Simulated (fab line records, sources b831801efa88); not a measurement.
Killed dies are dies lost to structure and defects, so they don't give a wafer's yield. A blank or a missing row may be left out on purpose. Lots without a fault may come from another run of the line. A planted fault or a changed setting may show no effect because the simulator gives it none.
Which tool did it? | flow sky130 | 14 lots, 42 wafers sampled, at 1 step of a route of 708

WHAT THE GAUGES READ, wafer by wafer
The record holds no reading of a measuring or inspecting step that can be judged against a usual standard deviation.

WHICH TOOL RAN EACH LOT (tool, then ch and the chambers of the sampled wafers, then the start)
lot  | SKY_METAL1_PEB_13
L380 | litho_track-01 ch 0, day 32 21:00
L383 | litho_track-03 ch 0, day 34 01:00
L382 | litho_track-02 ch 0, day 34 05:00
L384 | litho_track-02 ch 0, day 34 07:00
L385 | litho_track-01 ch 0, day 34 23:00
L386 | litho_track-01 ch 0, day 35 02:00
L387 | litho_track-02 ch 0, day 35 06:00
L388 | litho_track-03 ch 0, day 35 17:00
L394 | litho_track-02, day 37 09:00
L395 | litho_track-03, day 37 19:00
L399 | litho_track-02 ch 0, day 39 03:00
L400 | litho_track-02 ch 0, day 39 15:00
L401 | litho_track-03 ch 0, day 39 23:00
L402 | litho_track-01 ch 0, day 40 11:00
- SKY_METAL1_PEB_13

WHAT THE TOOLS THEMSELVES READ (means of the sampled wafers that have a number; where no wafer has one, the mark that the record gives instead)
SKY_METAL1_PEB_13. Usual: exhaust_pa 45.0 Pa, standard deviation 0.92.
lot  | tool           | exhaust_pa (Pa) | flag
L380 | litho_track-01 | 45.7            |
L383 | litho_track-03 | 44.7            |
L382 | litho_track-02 | 45.1            |
L384 | litho_track-02 | 43.7            |
L385 | litho_track-01 | 46.1            |
L386 | litho_track-01 | 46.1            |
L387 | litho_track-02 | 45.2            |
L388 | litho_track-03 | 43.9            |
L394 | litho_track-02 | -               | OFF
L395 | litho_track-03 | -               | OFF
L399 | litho_track-02 | 45.1            |
L400 | litho_track-02 | 45.2            |
L401 | litho_track-03 | 45.1            |
L402 | litho_track-01 | 46.1            |

THE ANSWER, worked out from the rows above alone
Rule: a lot is off if the mean of its wafers that have a number lies more than 3 standard deviations from the usual mean. A lot without any number at a reading at which 4 lots or more have one is off too. The other lots that the step has rows for count as sound. The gauges are gone through in route order, then the tools' own readings, and for those a lot's mean is taken as printed above. The first step at which some lot is off is used, and at that step the reading that is off furthest; a lot without a number counts as furthest.
Off: L394, L395, at SKY_METAL1_PEB_13 (exhaust_pa). Without a number there: L394, L395.
A tool fits if, at that step or a process step before it, it ran every lot that is off, and no sound lot after the first of them. None of those tried fits.

WHAT THE SIMULATOR HAD PUT IN
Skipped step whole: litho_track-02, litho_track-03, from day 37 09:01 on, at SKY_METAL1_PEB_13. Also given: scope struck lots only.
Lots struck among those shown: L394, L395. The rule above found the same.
